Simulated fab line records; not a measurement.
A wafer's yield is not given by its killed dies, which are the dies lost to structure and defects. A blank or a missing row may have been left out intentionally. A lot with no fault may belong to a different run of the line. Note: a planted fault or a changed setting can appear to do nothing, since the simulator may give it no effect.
Which tool did it? / flow sky130 / 21 wafers from 7 lots sampled at 4 of the route's 708 steps

== WHAT THE GAUGES SHOWED, per wafer ==
SKY_VIA1_OVL_MEAS_13.
lot=L174; measured=day 34 21:04; on=overlay-01; VIA1_OVL (nm)=1 -9 -8
lot=L179; measured=day 36 14:01; on=overlay-01; VIA1_OVL (nm)=-9 -2 -1
lot=L184; measured=day 38 00:28; on=overlay-02; VIA1_OVL (nm)=-3 -6 0
lot=L187; measured=day 38 20:46; on=overlay-02; VIA1_OVL (nm)=-1 0 -2
lot=L190; measured=day 39 20:55; on=overlay-02; VIA1_OVL (nm)=-6 -1 -6
lot=L192; measured=day 40 07:13; on=overlay-01; VIA1_OVL (nm)=0 6 -6
lot=L195; measured=day 41 04:07; on=overlay-02; VIA1_OVL (nm)=-9 -7 -1

== WHAT TOOL EACH LOT RAN ON (gives the tool, then ch and the chambers of the sampled wafers, and finally the start) ==
lot=L174; SKY_METAL1_DESCUM_17=rie-metal-03 ch 0, day 33 16:54; SKY_METAL1_METAL_ETCH_19=rie-metal-03 ch 0, day 33 17:05; SKY_METAL1_STRIP_20=plasma-asher-04 ch 0,1, day 33 17:16
lot=L179; SKY_METAL1_DESCUM_17=rie-metal-01 ch 1, day 35 10:07; SKY_METAL1_METAL_ETCH_19=rie-metal-01 ch 1, day 35 10:19; SKY_METAL1_STRIP_20=plasma-asher-02 ch 0, day 35 10:28
lot=L184; SKY_METAL1_DESCUM_17=rie-metal-01 ch 0,1, day 36 21:21; SKY_METAL1_METAL_ETCH_19=rie-metal-01 ch 0,1, day 36 21:27; SKY_METAL1_STRIP_20=plasma-asher-03 ch 1, day 36 21:32
lot=L187; SKY_METAL1_DESCUM_17=rie-metal-04 ch 0,1, day 37 16:55; SKY_METAL1_METAL_ETCH_19=rie-metal-04 ch 0,1, day 37 17:01; SKY_METAL1_STRIP_20=plasma-asher-04 ch 0,1, day 37 17:06
lot=L190; SKY_METAL1_DESCUM_17=rie-metal-03 ch 0,1, day 38 18:30; SKY_METAL1_METAL_ETCH_19=rie-metal-03 ch 0,1, day 38 18:36; SKY_METAL1_STRIP_20=plasma-asher-04 ch 0,1, day 38 18:41
lot=L192; SKY_METAL1_DESCUM_17=rie-metal-01 ch 1, day 39 05:07; SKY_METAL1_METAL_ETCH_19=rie-metal-01 ch 1, day 39 05:19; SKY_METAL1_STRIP_20=plasma-asher-02 ch 0,1, day 39 05:28
lot=L195; SKY_METAL1_DESCUM_17=rie-metal-01 ch 0,1, day 40 02:16; SKY_METAL1_METAL_ETCH_19=rie-metal-01 ch 0,1, day 40 02:22; SKY_METAL1_STRIP_20=plasma-asher-04 ch 0,1, day 40 02:27
- SKY_METAL1_DESCUM_17: chemistry O2, time 8 s.
- SKY_METAL1_METAL_ETCH_19: etches the open film in Cl2/BCl3, stops on SiO2, target depth 360 nm, time 78 s.
- SKY_METAL1_STRIP_20: strips in O2/N2.

== THE ANSWER, worked out from the rows above alone ==
Rule: usual is defined by the lots themselves. The widest of any qualifying gaps counts: lots, ordered by their means at a reading, are off when they make up no more than a third of the lots, leave a main group of 4 or more, and stand apart from it by 3 or more times the standard deviation of that group's means. A main group is skipped when, at the precision printed for the reading in the tables above, its means are all equal. A lot without any number at a reading at which 4 lots or more have one is off too. Where the step has rows for the other lots, those lots are counted as sound.
None of the lots is off at any reading shown; this tells nothing.

== WHAT THE SIMULATOR HAD PUT IN ==
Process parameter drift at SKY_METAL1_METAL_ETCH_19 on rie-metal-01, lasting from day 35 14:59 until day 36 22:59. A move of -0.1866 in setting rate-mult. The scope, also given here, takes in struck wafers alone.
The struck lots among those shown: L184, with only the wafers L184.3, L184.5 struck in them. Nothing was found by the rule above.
